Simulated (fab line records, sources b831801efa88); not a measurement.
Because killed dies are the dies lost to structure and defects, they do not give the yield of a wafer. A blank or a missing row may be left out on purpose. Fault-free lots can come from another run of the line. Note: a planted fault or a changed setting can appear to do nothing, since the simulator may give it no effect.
fab line records	flow sky130
record: lots: 7	wafers: 21	last-day: 50
route steps=708 shown METAL4@621 PAD_OPEN@708
lots that met no fault: taken from a fault-free run of the same line
start-h: hours from the record's opening day to when the first of the lot's shown wafers began	wait-h: hours since the lot's step before	" the same as in the row above	L1.1+2: several wafers, shown together as one row	- no value, or no start given	* or withheld: withheld	< > ~ a bound
route shown NAME@n: names a module that has steps shown in the file, with the first one's number in the route	usual: mean/standard deviation taken from wafers without a fault	same: alike in all rows	chamber/n: place in a boat	sites: the reading at each site	_std_site: their standard deviation	_edge_site: the outer-site mean with the inner-site mean subtracted	radius-mm: how far each site lies from the wafer's centre	mask NAME#n: copy n	behind: the tool/chamber that last shaped the wafer	hold: why the lot was held/for how many hours/how that ended	device: the n, p or np transistor that did not switch	end of line: at the end of the route, the tests of the same wafers	for a step that has no rows: nothing shown but its recipe	killed: dies that structure and defects cost at the first sort, which is not the same as the wafer's yield	map: dies across one wafer; x = killed, . = not, _ = none there
set.NAME: the setting the step ran with; set.NAME@STEP: the setting that earlier step ran with	model.NAME: the simulator's own value behind a step, which no gauge read
lots seen at some steps along the route; tables by step, rows by wafer
services: the hour from which a tool's chamber was out of use, counted from the record's first day as start-h (under 0 if before that day), plus the number of hours and why
== steps ==
step: SKY_METAL4_DEHYDRATE_05
recipe: temp-c: 200	time-s: 60
step: SKY_METAL4_HMDS_06
recipe: prime-time-s: 60	prime-temp-c: 120
step: SKY_METAL4_COAT_07
recipe: resist: BARC	temp-c: withheld	time-s: withheld	spin-rpm: 3000	resist-thk-nm: 60
step: SKY_METAL4_COAT_08
recipe: resist: KrF-thick	spin-rpm: 3000	resist-thk-nm: 1140
step: SKY_METAL4_SOFTBAKE_09
recipe: temp-c: 100	time-s: 90	resist: KrF-thick
step: SKY_METAL4_EXPOSE_10
recipe: mask-id: MM4	na: 0.68	source-shape: annular	sigma-inner: 0.4	sigma-outer: 0.8	target-cd-nm: 300	dose-mj: 28
step: SKY_METAL4_PEB_11
recipe: peb-temp-c: withheld	peb-time-s: withheld	resist: KrF-thick
step: SKY_METAL4_DEVELOP_12
recipe: develop-time-s: 60	resist: KrF-thick	dev-temp-c: 21
step: SKY_METAL4_CD_MEAS_13
recipe: target-cd-nm: 300
usual: cd-nm: 300.2/1.3
lot.wafer	tool	chamber	start-h	wait-h	cd-nm
L215.2	cd-sem-02	-	995.52	-	298.3
L215.5	"	-	"	"	299.0
L215.6	"	-	"	"	298.3
L220.2	cd-sem-01	-	1030.99	-	300.9
L220.4	"	-	"	"	300.3
L220.5	"	-	"	"	300.5
L223.1	cd-sem-02	-	1045.10	-	299.5
L223.3	"	-	"	"	300.4
L223.6	"	-	"	"	300.5
L224.1	cd-sem-01	-	1059.07	-	297.8
L224.2	"	-	"	"	297.2
L224.6	"	-	"	"	299.1
L225.3	cd-sem-01	-	1060.34	-	299.8
L225.4	"	-	"	"	300.2
L225.5	"	-	"	"	301.3
L230.3	cd-sem-01	-	1108.79	-	302.5
L230.4	"	-	"	"	302.0
L230.5	"	-	"	"	301.4
L232.2	cd-sem-02	-	1109.47	-	300.9
L232.5	"	-	"	"	300.3
L232.6	"	-	"	"	300.8
step: SKY_METAL4_OVL_MEAS_14
usual: METAL4_OVL: 0/5.4
lot.wafer	tool	chamber	start-h	wait-h	METAL4_OVL[nm]
L215.2	overlay-02	-	995.62	0.1	1
L215.5	"	-	"	"	-1
L215.6	"	-	"	"	1
L220.2	overlay-02	-	1031.09	0.1	-6
L220.4	"	-	"	"	-3
L220.5	"	-	"	"	0
L223.1	overlay-02	-	1045.22	0.1	6
L223.3	"	-	"	"	-6
L223.6	"	-	"	"	-3
L224.1	overlay-01	-	1059.19	0.1	0
L224.2	"	-	"	"	-10
L224.6	"	-	"	"	2
L225.3	overlay-02	-	1060.43	0.1	-7
L225.4	"	-	"	"	5
L225.5	"	-	"	"	4
L230.3	overlay-02	-	1108.89	0.1	0
L230.4	"	-	"	"	3
L230.5	"	-	"	"	5
L232.2	overlay-02	-	1109.58	0.1	-11
L232.5	"	-	"	"	-1
L232.6	"	-	"	"	-11
step: SKY_METAL4_DESCUM_15
recipe: chemistry: O2	source-power-w: 150	bias-power-w: 0	pressure-mtorr: 10	temp-c: 40	time-s: 8
usual: drypump-motor-current-A: 5.5/0.32	oes-product-au: 1.003/0.009
lot.wafer	tool	chamber	start-h	wait-h	drypump-motor-current-A	oes-product-au	rf-hours-counter-h
L215.2	rie-metal-01	1	995.65	0.0	5.1	1.018	15
L215.5	"	1	"	"	5.1	1.019	-
L215.6	"	0	"	"	5.4	1.005	-
L220.2	rie-metal-04	1	1031.12	0.0	6.1	1.002	4
L220.4	"	0	"	"	5.7	1.005	-
L220.5	"	0	"	"	5.7	0.997	-
L223.1	rie-metal-04	1	1045.25	0.0	6.0	1.004	6
L223.3	"	0	"	"	5.7	0.995	-
L223.6	"	1	"	"	6.0	1.006	-
L224.1	rie-metal-02	0	1059.22	0.0	5.3	1.001	24
L224.2	"	1	"	"	5.4	1.006	20
L224.6	"	0	"	"	5.4	1.004	-
L225.3	rie-metal-02	0	1060.47	0.0	5.3	1.008	-
L225.4	"	1	"	"	5.4	0.998	-
L225.5	"	0	"	"	5.4	1.006	-
L230.3	rie-metal-01	0	1108.92	0.0	5.4	1.001	-
L230.4	"	1	"	"	5.1	1.020	-
L230.5	"	0	"	"	5.4	1.000	-
L232.2	rie-metal-02	1	1109.61	0.0	5.3	1.001	23
L232.5	"	1	"	"	5.3	0.997	-
L232.6	"	0	"	"	5.3	1.011	-
step: SKY_METAL4_ETCH_16
recipe: chemistry: N2/H2	target: BARC	ion-energy-ev: 200	bias-w: 100	pressure-mtorr: 30	n2-flow-sccm: 100	h2-flow-sccm: 200	icp-w: 500	stop-on: SiO2	time-s: 88.2	target-depth-a: 600
usual: bias-w: 99.96/0.29	chamber-pressure-mTorr: 29.999/0.027	drypump-motor-current-A: 5.5/0.32	h2-flow-sccm: 199.9/0.67	oes-product-au: 0.626/0.0048	throttle-valve-pct: 13.205/0.0089
lot.wafer	tool	chamber	start-h	wait-h	bias-w	chamber-pressure-mTorr	drypump-motor-current-A	h2-flow-sccm	oes-product-au	rf-hours-counter-h	throttle-valve-pct
L215.2	rie-metal-01	1	995.69	0.0	99.84	30.037	5.1	199.7	0.630	15	13.193
L215.5	"	1	"	"	100.42	30.000	5.1	200.9	0.622	-	13.208
L215.6	"	0	"	"	100.07	29.956	5.4	199.1	0.624	-	13.211
L220.2	rie-metal-04	1	1031.16	0.0	99.92	29.960	6.1	200.7	0.625	4	13.182
L220.4	"	0	"	"	99.90	29.996	5.7	200.6	0.619	-	13.204
L220.5	"	0	"	"	99.85	30.007	5.7	199.5	0.626	-	13.218
L223.1	rie-metal-04	1	1045.29	0.0	100.21	29.969	6.1	199.8	0.625	6	13.203
L223.3	"	0	"	"	100.26	30.006	5.7	199.2	0.628	-	13.212
L223.6	"	1	"	"	100.34	29.989	6.0	199.4	0.615	-	13.217
L224.1	rie-metal-02	0	1059.26	0.0	99.56	29.978	5.4	198.8	0.623	24	13.203
L224.2	"	1	"	"	100.04	29.947	5.4	199.8	0.621	20	13.192
L224.6	"	0	"	"	99.83	29.989	5.3	199.7	0.634	-	13.203
L225.3	rie-metal-02	0	1060.52	0.0	100.03	30.009	5.3	199.3	0.623	-	13.193
L225.4	"	1	"	"	99.89	30.037	5.4	199.7	0.625	-	13.202
L225.5	"	0	"	"	99.76	29.944	5.4	200.0	0.629	-	13.207
L230.3	rie-metal-01	0	1108.97	0.0	100.03	30.004	5.4	199.5	0.626	-	13.190
L230.4	"	1	"	"	99.92	29.990	5.1	198.6	0.630	-	13.198
L230.5	"	0	"	"	100.12	29.948	5.4	199.0	0.623	-	13.212
L232.2	rie-metal-02	1	1109.64	0.0	100.60	30.010	5.3	199.5	0.632	23	13.196
L232.5	"	1	"	"	99.71	30.004	5.4	200.1	0.624	-	13.209
L232.6	"	0	"	"	99.89	29.972	5.3	199.2	0.626	-	13.195
step: SKY_METAL4_ETCH_17
recipe: target: SiO2	stop-on: TiN	chemistry: C4F8/O2/Ar	source-w: 1500	bias-w: 1200	pressure-mtorr: 40	c4f8-flow-sccm: withheld	O2_flow_sccm: 6	Ar_flow_sccm: 300	time-s: 3.9	target-depth-a: 150
usual: bias-w: 1200/3.3	chamber-pressure-mTorr: 40.00/0.038	oes-product-au: 0.752/0.0067
lot.wafer	tool	chamber	start-h	wait-h	bias-w	chamber-pressure-mTorr	oes-product-au	rf-hours-counter-h
L215.2	rie-diel-04	1	995.78	0.1	1199	40.00	0.758	12
L215.5	"	3	"	"	1199	40.02	0.762	-
L215.6	"	2	"	"	1206	39.96	0.762	-
L220.2	rie-diel-04	2	1031.25	0.1	1203	39.94	0.743	14
L220.4	"	1	"	"	1197	40.00	0.753	13
L220.5	"	3	"	"	1199	39.98	0.746	-
L223.1	rie-diel-04	3	1045.38	0.1	-	-	-	-
L223.3	"	0	"	"	-	-	-	-
L223.6	"	1	"	"	-	-	-	-
L224.1	rie-diel-01	3	1059.36	0.1	-	-	-	-
L224.2	"	2	"	"	-	-	-	-
L224.6	"	3	"	"	-	-	-	-
L225.3	rie-diel-03	2	1060.59	0.0	-	-	-	-
L225.4	"	3	"	"	-	-	-	-
L225.5	"	1	"	"	-	-	-	-
L230.3	rie-diel-03	0	1109.04	0.0	1197	40.02	0.737	19
L230.4	"	2	"	"	1198	40.01	0.741	11
L230.5	"	3	"	"	1194	40.01	0.756	-
L232.2	rie-diel-03	2	1109.74	0.1	1194	39.97	0.745	11
L232.5	"	1	"	"	1204	39.96	0.758	-
L232.6	"	0	"	"	1201	40.03	0.756	-
step: SKY_METAL4_METAL_ETCH_18
recipe: target-depth-a: 8450	stop-on: SiO2	over-etch-frac: 0.3	time-s: 183.1	chemistry: Cl2/BCl3	resist-sidewall-deg: 88	pressure-mtorr: 10	icp-w: 900	bias-w: 48.5	Cl2_flow_sccm: 60	bcl3-flow-sccm: 30
usual: bcl3-flow-sccm: 30.00/0.078	bias-w: 48.50/0.14	drypump-motor-current-A: 5.4/0.32	oes-product-au: 0.863/0.0062	throttle-valve-pct: 22.264/0.0081
lot.wafer	tool	chamber	start-h	wait-h	bcl3-flow-sccm	bias-w	drypump-motor-current-A	oes-product-au	rf-hours-counter-h	throttle-valve-pct
L215.2	rie-metal-04	0	995.80	0.0	29.94	48.61	5.7	0.869	13	22.263
L215.5	"	1	"	"	29.96	48.20	6.0	0.873	-	22.269
L215.6	"	0	"	"	30.10	48.53	5.7	0.878	-	22.260
L220.2	rie-metal-01	1	1031.27	0.0	30.03	48.70	5.1	0.870	17	22.256
L220.4	"	1	"	"	30.04	48.68	5.1	0.861	-	22.265
L220.5	"	1	"	"	29.78	48.52	5.1	0.857	-	22.257
L223.1	rie-metal-02	0	1045.40	0.0	30.04	48.52	5.4	0.862	23	22.262
L223.3	"	0	"	"	30.11	48.59	5.3	0.862	-	22.269
L223.6	"	1	"	"	30.18	48.36	5.3	0.852	-	22.280
L224.1	rie-metal-04	1	1059.37	0.0	30.03	48.64	6.0	0.854	6	22.265
L224.2	"	0	"	"	30.01	48.61	5.7	0.873	16	22.263
L224.6	"	1	"	"	30.08	48.73	6.1	0.862	-	22.256
L225.3	rie-metal-04	1	1060.67	0.1	29.86	48.30	6.0	0.862	-	22.264
L225.4	"	0	"	"	29.88	48.39	5.7	0.859	-	22.257
L225.5	"	0	"	"	30.16	48.44	5.7	0.867	-	22.257
L230.3	rie-metal-04	0	1109.12	0.1	30.04	48.40	5.7	0.852	-	22.268
L230.4	"	1	"	"	30.03	48.53	6.0	0.860	-	22.277
L230.5	"	0	"	"	30.10	48.57	5.7	0.868	-	22.279
L232.2	rie-metal-04	1	1109.76	0.0	29.87	48.53	6.1	0.864	10	22.254
L232.5	"	1	"	"	30.02	48.54	6.1	0.854	-	22.265
L232.6	"	0	"	"	29.93	48.53	5.7	0.865	-	22.267
step: SKY_PAD_OPEN_PROBE_99
usual: defect-limited-yield: 82.1/1.8	killed_at_M0_to_M3: 44/6.2	killed_at_M4_up: 3.3/1.7	killed-at-contacts: 24/4.9	killed-at-front-end: 16/5	killed-at-other: 0.3/0.48	killed-dies: 88/9	killed-on-rim: 17/3.7	killed-open: 48/7	killed-short: 39/6.1	sort_bin_3_pad_short: 0.9/0.46	sort_bin_5_function: 10.6/1.4	sort_bin_6_memory: 6.4/1.1	sort-n-pass: 404/9	sort-yield-pct: 82.1/1.8
same: gross-dies: 492	killed-at-back-side: 0	sort_bin_4_leakage[%]: 0	sort_bin_8_speed[%]: 0
lot.wafer	tool	chamber	start-h	wait-h	defect-limited-yield[%]	killed_at_M0_to_M3	killed_at_M4_up	killed-at-contacts	killed-at-front-end	killed-at-other	killed-dies	killed-on-rim	killed-open	killed-short	sort_bin_3_pad_short[%]	sort_bin_5_function[%]	sort_bin_6_memory[%]	sort-n-pass	sort-yield-pct[%]
L215.6	prober-01	-	1090.83	0.2	83.9	37	3	22	16	1	79	20	46	28	0.4	10.6	5.1	413	83.9
L220.2	prober-02	-	1118.37	0.1	80.7	50	3	27	15	0	95	14	45	50	0.6	11.6	7.1	397	80.7
L220.4	prober-02	-	1118.47	0.2	84.1	32	5	27	14	0	78	19	47	31	0.4	8.7	6.7	414	84.1
L220.5	prober-02	-	1118.52	0.2	81.3	46	5	26	15	0	92	19	48	43	1.4	10.8	6.5	400	81.3
L224.1	prober-02	-	1142.89	0.1	0	37	409	22	24	0	492	96	43	43	1.4	92.9	5.7	0	0
L224.2	prober-02	-	1142.94	0.1	0	50	393	27	21	1	492	96	61	39	1.4	90.7	7.9	0	0
L224.6	prober-02	-	1143.14	0.2	0	49	404	25	14	0	492	96	57	34	0.6	93.3	6.1	0	0
L225.3	prober-01	-	1145.05	0.2	0	49	405	16	21	1	492	96	50	38	0.4	93.1	6.5	0	0
L225.4	prober-01	-	1145.10	0.2	0	39	404	25	24	0	492	96	46	43	0	92.7	7.3	0	0
L225.5	prober-01	-	1145.15	0.2	0	46	402	21	23	0	492	96	52	39	0	92.9	7.1	0	0
L230.3	prober-02	-	1186.47	0.2	82.5	44	2	31	9	0	86	18	48	38	1.0	10.6	5.9	406	82.5
L232.2	prober-02	-	1188.37	0.1	83.5	41	4	22	14	0	81	18	38	43	1.2	10.0	5.3	411	83.5
L232.6	prober-02	-	1188.57	0.2	85.6	29	4	28	10	0	71	10	39	31	1.0	8.1	5.3	421	85.6
killed by level:class
L215.6 VIA1:geometric-particle:open=10 FIELD_ISO:geometric-particle:open=7 CONTACT:geometric-particle:open=6 LI_CONTACT:geometric-particle:open=6 METAL1:geometric-particle:short=6 VIA3:geometric-particle:open=6 VIA2:geometric-particle:open=4 FIELD_ISO:geometric-particle:short=3
L220.2 VIA1:geometric-particle:open=11 CONTACT:geometric-particle:open=8 VIA2:geometric-particle:short=8 CONTACT:geometric-particle:short=7 VIA2:geometric-particle:open=6 VIA3:geometric-particle:open=6 LOCAL_INTERCONNECT:geometric-particle:short=5 POLY_GATE:geometric-particle:short=5
L220.4 CONTACT:geometric-particle:open=10 VIA1:geometric-particle:open=10 VIA3:geometric-particle:open=6 LI_CONTACT:geometric-particle:open=5 POLY_GATE:geometric-particle:open=4 LI_CONTACT:geometric-particle:short=4 CONTACT:geometric-particle:short=4 METAL1:geometric-particle:short=4
L220.5 CONTACT:geometric-particle:open=12 VIA1:geometric-particle:open=8 VIA2:geometric-particle:open=7 METAL2:geometric-particle:short=7 METAL1:geometric-particle:short=7 LI_CONTACT:geometric-particle:open=6 VIA3:geometric-particle:open=5 VIA3:geometric-particle:short=4
L224.1 METAL4:area-etch=406 VIA1:geometric-particle:open=9 FIELD_ISO:geometric-particle:short=7 LI_CONTACT:geometric-particle:open=7 CONTACT:geometric-particle:open=7 VIA1:geometric-particle:short=6 POLY_GATE:geometric-particle:open=5 CONTACT:geometric-particle:short=5
L224.2 METAL4:area-etch=391 VIA2:geometric-particle:open=12 VIA1:geometric-particle:open=11 CONTACT:geometric-particle:open=8 POLY_GATE:geometric-particle:open=7 LI_CONTACT:geometric-particle:open=6 VIA2:geometric-particle:short=6 FIELD_ISO:geometric-particle:short=5
L224.6 METAL4:area-etch=401 VIA1:geometric-particle:open=16 CONTACT:geometric-particle:open=10 VIA3:geometric-particle:open=8 LI_CONTACT:geometric-particle:open=6 VIA3:geometric-particle:short=6 POLY_GATE:geometric-particle:short=5 CONTACT:geometric-particle:short=5
L225.3 METAL4:area-etch=403 VIA1:geometric-particle:open=15 METAL1:geometric-particle:short=7 FIELD_ISO:geometric-particle:open=6 LI_CONTACT:geometric-particle:open=6 VIA1:geometric-particle:short=5 POLY_GATE:geometric-particle:short=4 POLY_GATE:geometric-particle:open=4
L225.4 METAL4:area-etch=402 CONTACT:geometric-particle:open=13 VIA3:geometric-particle:open=10 METAL2:geometric-particle:short=9 FIELD_ISO:geometric-particle:short=7 METAL1:geometric-particle:short=7 VIA1:geometric-particle:open=7 FIELD_ISO:geometric-particle:open=5
L225.5 METAL4:area-etch=400 VIA1:geometric-particle:open=10 VIA3:geometric-particle:open=9 LI_CONTACT:geometric-particle:open=8 METAL1:geometric-particle:short=7 FIELD_ISO:geometric-particle:open=6 METAL2:geometric-particle:short=6 FIELD_ISO:geometric-particle:short=5
L230.3 LI_CONTACT:geometric-particle:open=9 VIA3:geometric-particle:open=9 CONTACT:geometric-particle:open=8 VIA1:geometric-particle:open=8 LOCAL_INTERCONNECT:geometric-particle:short=5 METAL1:geometric-particle:short=5 VIA1:geometric-particle:short=5 METAL2:geometric-particle:short=5
L232.2 CONTACT:geometric-particle:open=8 VIA3:geometric-particle:open=8 METAL1:geometric-particle:short=6 CONTACT:geometric-particle:short=5 VIA1:geometric-particle:short=5 VIA2:geometric-particle:short=5 VIA2:geometric-particle:open=5 LI_CONTACT:geometric-particle:open=4
L232.6 CONTACT:geometric-particle:open=12 CONTACT:geometric-particle:short=6 METAL1:geometric-particle:short=6 VIA3:geometric-particle:open=6 LI_CONTACT:geometric-particle:open=5 VIA1:geometric-particle:open=5 FIELD_ISO:geometric-particle:short=3 LI_CONTACT:geometric-particle:short=3
map L224.1 (x killed, . not)
__________xxxxxxxxxx_________
________xxxxxxxxxxxxxx_______
______xxxxxxxxxxxxxxxxxx_____
_____xxxxxxxxxxxxxxxxxxxx____
____xxxxxxxxxxxxxxxxxxxxxx___
___xxxxxxxxxxxxxxxxxxxxxxxx__
__xxxxxxxxxxxxxxxxxxxxxxxxxx_
_xxxxxxxxxxxxxxxxxxxxxxxxxxxx
_xxxxxxxxxxxxxxxxxxxxxxxxxxxx
_xxxxxxxxxxxxxxxxxxxxxxxxxxxx
_xxxxxxxxxxxxxxxxxxxxxxxxxxxx
_xxxxxxxxxxxxxxxxxxxxxxxxxxxx
_xxxxxxxxxxxxxxxxxxxxxxxxxxxx
_xxxxxxxxxxxxxxxxxxxxxxxxxxxx
_xxxxxxxxxxxxxxxxxxxxxxxxxxxx
__xxxxxxxxxxxxxxxxxxxxxxxxxx_
___xxxxxxxxxxxxxxxxxxxxxxxx__
____xxxxxxxxxxxxxxxxxxxxxx___
_____xxxxxxxxxxxxxxxxxxxx____
______xxxxxxxxxxxxxxxxxx_____
________xxxxxxxxxxxxxx_______
__________xxxxxxxxxx_________
map L225.3 (x killed, . not)
__________xxxxxxxxxx_________
________xxxxxxxxxxxxxx_______
______xxxxxxxxxxxxxxxxxx_____
_____xxxxxxxxxxxxxxxxxxxx____
____xxxxxxxxxxxxxxxxxxxxxx___
___xxxxxxxxxxxxxxxxxxxxxxxx__
__xxxxxxxxxxxxxxxxxxxxxxxxxx_
_xxxxxxxxxxxxxxxxxxxxxxxxxxxx
_xxxxxxxxxxxxxxxxxxxxxxxxxxxx
_xxxxxxxxxxxxxxxxxxxxxxxxxxxx
_xxxxxxxxxxxxxxxxxxxxxxxxxxxx
_xxxxxxxxxxxxxxxxxxxxxxxxxxxx
_xxxxxxxxxxxxxxxxxxxxxxxxxxxx
_xxxxxxxxxxxxxxxxxxxxxxxxxxxx
_xxxxxxxxxxxxxxxxxxxxxxxxxxxx
__xxxxxxxxxxxxxxxxxxxxxxxxxx_
___xxxxxxxxxxxxxxxxxxxxxxxx__
____xxxxxxxxxxxxxxxxxxxxxx___
_____xxxxxxxxxxxxxxxxxxxx____
______xxxxxxxxxxxxxxxxxx_____
________xxxxxxxxxxxxxx_______
__________xxxxxxxxxx_________
== services ==
tool	chamber	start-h	hours	kind
rie-metal-01	-	972.93	1.4	pm
rie-diel-01	3	974.73	2.5	repair
rie-metal-02	-	980.57	0.7	repair
rie-diel-04	2	999.28	11.2	repair
rie-diel-01	2	1012.72	1.4	repair
rie-diel-04	0	1017.22	3.1	repair
rie-diel-03	0	1025.74	2.8	repair
rie-diel-03	3	1030.00	6.4	repair
rie-diel-01	0	1042.30	1.6	repair
rie-metal-01	-	1043.05	17.6	repair
rie-diel-03	1	1052.36	5.1	repair
rie-metal-04	-	1066.28	0.4	repair
rie-diel-03	3	1068.35	9.0	repair
rie-diel-01	-	1074.92	0.1	repair
rie-diel-03	-	1104.50	0.8	repair
rie-diel-03	3	1109.66	14.7	repair
== key ==
first-sign: step: SKY_METAL4_ETCH_17	reading: tool-record	direction: missing
effect: step: SKY_PAD_OPEN_PROBE_99	reading: killed_at_M4_up	direction: up	sigmas: 99+	usual: 3.3	struck: 402.8
more-kills-born-at: SKY_METAL4_ETCH_17@rie-diel-03: 1204	SKY_METAL4_ETCH_17@rie-diel-01: 1195
met-at SKY_METAL4_ETCH_17
struck-wafers L223.1,L223.3,L223.6,L224.1,L224.2,L224.6,L225.3,L225.4,L225.5
later-rows-left-out L223.1,L223.3,L223.6,L224.1,L224.2,L224.6,L225.3,L225.4,L225.5
sort-left-out L223.1,L223.3,L223.6
onset-between 1031.25 1045.38
fault: kind: skipped-step-whole	tool: rie-diel-01,rie-diel-03,rie-diel-04	chamber: -	onset-h: 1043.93	steps: SKY_METAL4_ETCH_17	scope: struck-lots-only
sort-left-out: the simulated sort isn't trusted on such a fault, so these wafers' sort isn't shown, and their yield isn't known
later-rows-left-out: the simulator's readings of these wafers behind a module that went badly wrong aren't trusted and aren't shown, but for the sort
